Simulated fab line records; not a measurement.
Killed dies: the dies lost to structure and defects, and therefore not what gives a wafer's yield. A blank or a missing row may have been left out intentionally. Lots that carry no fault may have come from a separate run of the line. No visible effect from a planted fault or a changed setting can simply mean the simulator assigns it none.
fab line records    flow sky130
record: lots: 5  wafers: 15  lastDay: 50
route steps=708 shown VT_ADJUST_LVTN@111 VT_ADJUST_NCORE@119 PAD_OPEN@708
lots that met no fault: taken from a fault-free run of the same line
startH: hours from the record's first day to the start of the lot's first wafer shown    waitH: time in hours since the lot's previous step    " same as the row above    L1.1+2: a single row standing in for several wafers    - no value, or no start given    * or withheld: withheld    < > ~ a bound
route shown NAME@n: names a module that has steps shown in the file, with the first one's number in the route    usual: average and standard deviation across the fault-free wafers    same: alike in all rows    chamber/n: place in a boat    sites: readings site by site    _std_site: how widely they spread, as a standard deviation    _edge_site: mean of outer sites minus mean of inner sites    radiusMm: for every site, how far away it sits from the centre of the wafer    mask NAME#n: copy n    behind: the last tool/chamber to shape the wafer    hold: what put the lot on hold/how long, in hours/how the hold closed    device: whichever transistor did not switch (one of n, p or np)    end of line: the same wafers' tests at the end of the route    for a step that has no rows: nothing shown but its recipe    killed: dies that structure and defects cost at the first sort, which is not the same as the wafer's yield    map: dies across one wafer; x = killed, . = not, _ = none there
set.NAME: the setting that was run; set.NAME@STEP: the one run at that earlier step    model.NAME: the simulator's own value behind a step, which no gauge read
certain route steps with their lots: each step a table, each wafer a row
services: from which hour (startH, from the record's first day; less than 0 if before it) a tool's chamber was out of use, for how many hours, and why
== steps ==
step: SKY_VT_ADJUST_LVTN_SOFTBAKE_14
recipe: tempC: 90  timeS: 60  resist: NOVOLAK
step: SKY_VT_ADJUST_LVTN_EXPOSE_15
recipe: maskId: HVN_STD_DERIVED  na: 0.6  sourceShape: conventional  sigmaOuter: 0.6  polarization: unpolarized  targetCdNm: 600  doseMj: 163
step: SKY_VT_ADJUST_LVTN_PEB_16
recipe: tempC: withheld  timeS: *  resist: NOVOLAK
step: SKY_VT_ADJUST_LVTN_DEVELOP_17
recipe: resist: NOVOLAK  developer: TMAH  developTimeS: 60  devTempC: 23
step: SKY_VT_ADJUST_LVTN_OVL_MEAS_18
usual: VT_ADJUST_LVTN_01_OVL: 0.3/1.3
lot.wafer  tool        chamber  startH  waitH  VT_ADJUST_LVTN_01_OVL[nm]
L502.1     overlay-01  -        217.05  0.1    0.6
L502.3     "           -        "       "      2.0
L502.6     "           -        "       "      1.4
L504.2     overlay-01  -        227.92  0.1    2.1
L504.3     "           -        "       "      2.5
L504.6     "           -        "       "      2.6
L508.3     overlay-01  -        247.87  0.1    -0.5
L508.4     "           -        "       "      -0.4
L508.5     "           -        "       "      -0.2
L510.3     overlay-01  -        263.23  0.1    1.4
L510.4     "           -        "       "      4.6
L510.6     "           -        "       "      2.7
L518.2     overlay-01  -        313.26  0.1    1.4
L518.4     "           -        "       "      1.2
L518.6     "           -        "       "      -0.1
step: SKY_VT_ADJUST_LVTN_IMPLANT_19
recipe: species: B  energyKev: 30  doseCm2: 6.5e+11  tiltDeg: withheld
step: SKY_VT_ADJUST_LVTN_STRIP_20
recipe: chemistry: O2/N2  powerW: 1400  pressureMtorr: 1500  platenTempC: withheld  o2FlowSccm: 3000  n2FlowSccm: 300  overashFraction: 0.5
usual: drypumpMotorCurrentA: 5.8/0.4  n2FlowSccm: 300.0/0.83  oesProductAu: 0.716/0.0049  stripTimeToEndpointS: 14.19/0.043
lot.wafer  tool            chamber  startH  waitH  drypumpMotorCurrentA  n2FlowSccm  oesProductAu  rfHoursCounterH  stripTimeToEndpointS
L502.1     plasmaAsher-01  0        217.24  0.1    5.7                   299.3       0.715         54               14.13
L502.3     "               0        "       "      5.7                   299.2       0.718         -                14.13
L502.6     "               1        "       "      6.2                   301.2       0.709         -                14.13
L504.2     plasmaAsher-01  0        228.10  0.1    5.7                   300.9       0.716         55               14.14
L504.3     "               1        "       "      6.1                   300.8       0.725         -                14.21
L504.6     "               1        "       "      6.1                   300.4       0.719         -                14.09
L508.3     plasmaAsher-02  1        248.08  0.1    5.4                   298.4       0.712         -                14.12
L508.4     "               0        "       "      6.3                   299.7       0.727         -                14.14
L508.5     "               1        "       "      5.4                   300.7       0.711         -                14.18
L510.3     plasmaAsher-02  1        263.43  0.1    5.4                   300.8       0.713         -                14.23
L510.4     "               0        "       "      6.3                   300.6       0.710         -                14.26
L510.6     "               1        "       "      5.4                   300.7       0.722         -                14.22
L518.2     plasmaAsher-03  0        313.44  0.1    5.0                   298.5       0.715         47               14.21
L518.4     "               0        "       "      5.0                   299.7       0.723         -                14.25
L518.6     "               1        "       "      5.8                   299.6       0.718         -                14.22
step: SKY_VT_ADJUST_LVTN_TW_MEAS_21
usual: VT_ADJUST_LVTN_2_TW: 187.5/1.1
lot.wafer  tool          chamber  startH  waitH  VT_ADJUST_LVTN_2_TW
L502.1     filmMetro-02  -        217.34  0.1    187.1
L502.3     "             -        "       "      187.2
L502.6     "             -        "       "      187.8
L504.2     filmMetro-01  -        228.21  0.1    185.6
L504.3     "             -        "       "      186.3
L504.6     "             -        "       "      187.1
L508.3     filmMetro-02  -        248.17  0.1    187.7
L508.4     "             -        "       "      187.8
L508.5     "             -        "       "      188.4
L510.3     filmMetro-01  -        263.52  0.1    189.4
L510.4     "             -        "       "      189.0
L510.6     "             -        "       "      190.0
L518.2     filmMetro-03  -        313.55  0.1    186.9
L518.4     "             -        "       "      186.7
L518.6     "             -        "       "      187.9
step: SKY_VT_ADJUST_NCORE_DEHYDRATE_00
recipe: tempC: 200  timeS: 60
step: SKY_VT_ADJUST_NCORE_HMDS_01
recipe: primeTimeS: 60  primeTempC: 120
step: SKY_VT_ADJUST_NCORE_COAT_02
recipe: resist: NOVOLAK  spinRpm: 3000  resistThkNm: 1140
step: SKY_VT_ADJUST_NCORE_SOFTBAKE_03
recipe: tempC: 90  timeS: 60  resist: NOVOLAK
step: SKY_VT_ADJUST_NCORE_EXPOSE_04
recipe: maskId: LVTN_COMPLEMENT_THIN  na: 0.6  sourceShape: conventional  sigmaOuter: 0.6  polarization: unpolarized  targetCdNm: 380  doseMj: 139
usual: stageVelMmS: 499.93/0.23
lot.wafer  tool             chamber  startH  waitH  mask                    stageVelMmS
L502.1     ilineStepper-02  0        228.54  -      LVTN_COMPLEMENT_THIN#0  499.63
L502.3     "                0        "       "      LVTN_COMPLEMENT_THIN#0  499.84
L502.6     "                0        "       "      LVTN_COMPLEMENT_THIN#0  499.78
L504.2     ilineStepper-02  0        240.53  -      LVTN_COMPLEMENT_THIN#0  499.74
L504.3     "                0        "       "      LVTN_COMPLEMENT_THIN#0  499.89
L504.6     "                0        "       "      LVTN_COMPLEMENT_THIN#0  499.63
L508.3     ilineStepper-02  0        260.18  -      LVTN_COMPLEMENT_THIN#0  499.85
L508.4     "                0        "       "      LVTN_COMPLEMENT_THIN#0  499.99
L508.5     "                0        "       "      LVTN_COMPLEMENT_THIN#0  500.05
L510.3     ilineStepper-01  0        275.55  -      LVTN_COMPLEMENT_THIN#0  499.79
L510.4     "                0        "       "      LVTN_COMPLEMENT_THIN#0  500.13
L510.6     "                0        "       "      LVTN_COMPLEMENT_THIN#0  500.27
L518.2     ilineStepper-01  0        327.27  -      LVTN_COMPLEMENT_THIN#0  499.98
L518.4     "                0        "       "      LVTN_COMPLEMENT_THIN#0  499.95
L518.6     "                0        "       "      LVTN_COMPLEMENT_THIN#0  499.79
step: SKY_VT_ADJUST_NCORE_PEB_05
recipe: tempC: withheld  timeS: *  resist: NOVOLAK
step: SKY_VT_ADJUST_NCORE_DEVELOP_06
recipe: resist: NOVOLAK  developer: TMAH  developTimeS: 60  devTempC: 23
step: SKY_VT_ADJUST_NCORE_CD_MEAS_07
recipe: targetCdNm: 380
usual: cdNm: 380.0/2.2
lot.wafer  tool      chamber  startH  waitH  cdNm
L502.1     cdSem-02  -        240.20  0.1    378.8
L502.3     "         -        "       "      378.4
L502.6     "         -        "       "      380.5
L504.2     cdSem-01  -        252.02  0.1    380.4
L504.3     "         -        "       "      380.1
L504.6     "         -        "       "      381.1
L508.3     cdSem-01  -        272.31  0.1    379.1
L508.4     "         -        "       "      379.1
L508.5     "         -        "       "      379.9
L510.3     cdSem-02  -        288.10  0.1    379.3
L510.4     "         -        "       "      381.1
L510.6     "         -        "       "      380.4
L518.2     cdSem-01  -        340.83  0.1    381.4
L518.4     "         -        "       "      380.5
L518.6     "         -        "       "      380.9
step: SKY_VT_ADJUST_NCORE_OVL_MEAS_08
usual: VT_ADJUST_NCORE_OVL: -1.6/1.4
lot.wafer  tool        chamber  startH  waitH  hold                     VT_ADJUST_NCORE_OVL[nm]
L502.1     overlay-01  -        240.32  0.1    -                        -0.1
L502.3     "           -        "       "      -                        0.4
L502.6     "           -        "       "      -                        -1.6
L504.2     overlay-01  -        252.13  0.1    -                        -4.2
L504.3     "           -        "       "      -                        -4.0
L504.6     "           -        "       "      -                        -0.2
L508.3     overlay-02  -        272.40  0.1    awaitDispo/0.2h/release  -2.4
L508.4     "           -        "       "      awaitDispo/0.2h/release  -8.4
L508.5     "           -        "       "      awaitDispo/0.2h/release  -8.9
L508.3     overlay-02  -        272.60  0.2    -                        0.5
L508.4     "           -        "       "      -                        -5.2
L508.5     "           -        "       "      -                        -6.6
L510.3     overlay-02  -        288.20  0.1    -                        -2.1
L510.4     "           -        "       "      -                        -0.9
L510.6     "           -        "       "      -                        -1.6
L518.2     overlay-02  -        340.94  0.1    -                        -1.0
L518.4     "           -        "       "      -                        0.6
L518.6     "           -        "       "      -                        2.3
step: SKY_VT_ADJUST_NCORE_IMPLANT_09
recipe: species: B  energyKev: 10  doseCm2: 2.4e+12  tiltDeg: withheld
step: SKY_PAD_OPEN_PROBE_99
usual: killed_at_M0_to_M3: 43/6.8  killed_at_M4_up: 3.2/1.8  killedAtContacts: 24/6.2  killedAtFrontEnd: 15/4.7  killedAtOther: 0.4/0.63  killedDies: 86/9.6  killedOpen: 47/6.9  killedShort: 39/6.3
same: grossDies: 492  killedAtBackSide: 0
lot.wafer  tool       chamber  startH   waitH  killed_at_M0_to_M3  killed_at_M4_up  killedAtContacts  killedAtFrontEnd  killedAtOther  killedDies  killedOpen  killedShort
L504.2     prober-01  -        1131.77  0.1    39                  1                22                14                0              76          40          36
L504.3     prober-01  -        1131.82  0.2    41                  3                22                19                0              85          43          42
L504.6     prober-01  -        1131.97  0.2    39                  1                26                11                0              77          46          31
killed by level:class
L504.2 VIA1:geometricParticle:open=9 VIA3:geometricParticle:open=7 VIA2:geometricParticle:open=6 FIELD_ISO:geometricParticle:short=5 LOCAL_INTERCONNECT:geometricParticle:short=5 CONTACT:geometricParticle:open=5 LI_CONTACT:geometricParticle:open=4 CONTACT:geometricParticle:short=4
L504.3 LI_CONTACT:geometricParticle:open=11 VIA1:geometricParticle:open=10 VIA2:geometricParticle:short=5 VIA1:geometricParticle:short=5 FIELD_ISO:geometricParticle:open=4 LOCAL_INTERCONNECT:geometricParticle:short=4 POLY_GATE:geometricParticle:short=4 VIA2:geometricParticle:open=4
L504.6 VIA1:geometricParticle:open=11 CONTACT:geometricParticle:short=7 CONTACT:geometricParticle:open=7 VIA2:geometricParticle:open=6 LI_CONTACT:geometricParticle:open=5 VIA3:geometricParticle:open=5 LOCAL_INTERCONNECT:geometricParticle:short=4 VIA1:geometricParticle:short=4
== services ==
tool             chamber  startH  hours  kind
ilineStepper-02  -        215.69  1.7    pm
ilineStepper-02  0        320.62  -      calibration
== key ==
firstSign: step: SKY_VT_ADJUST_NCORE_OVL_MEAS_08  reading: visit  direction: added
effect: step: SKY_VT_ADJUST_NCORE_OVL_MEAS_08  reading: VT_ADJUST_NCORE_OVL  direction: down  sigmas: 5  usual: -1.6  struck: -8.7
metAt SKY_VT_ADJUST_NCORE_EXPOSE_04
struckWafers L508.4,L508.5
testerLeftOut L508
onsetBetween 240.53 260.18
fault: kind: processParameterDrift  tool: ilineStepper-02  chamber: -  onsetH: 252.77  steps: SKY_VT_ADJUST_NCORE_EXPOSE_04  channel: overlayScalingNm  offset: 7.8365  shape: step  endH: 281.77  scope: struckWafersOnly
testerLeftOut: of these lots the tester's yield and bins aren't shown, on N5 and GAA mostly nor the transistor test; their killed dies are dies lost to structure and defects alone, not to doping, threshold or leakage, so they don't give the yield
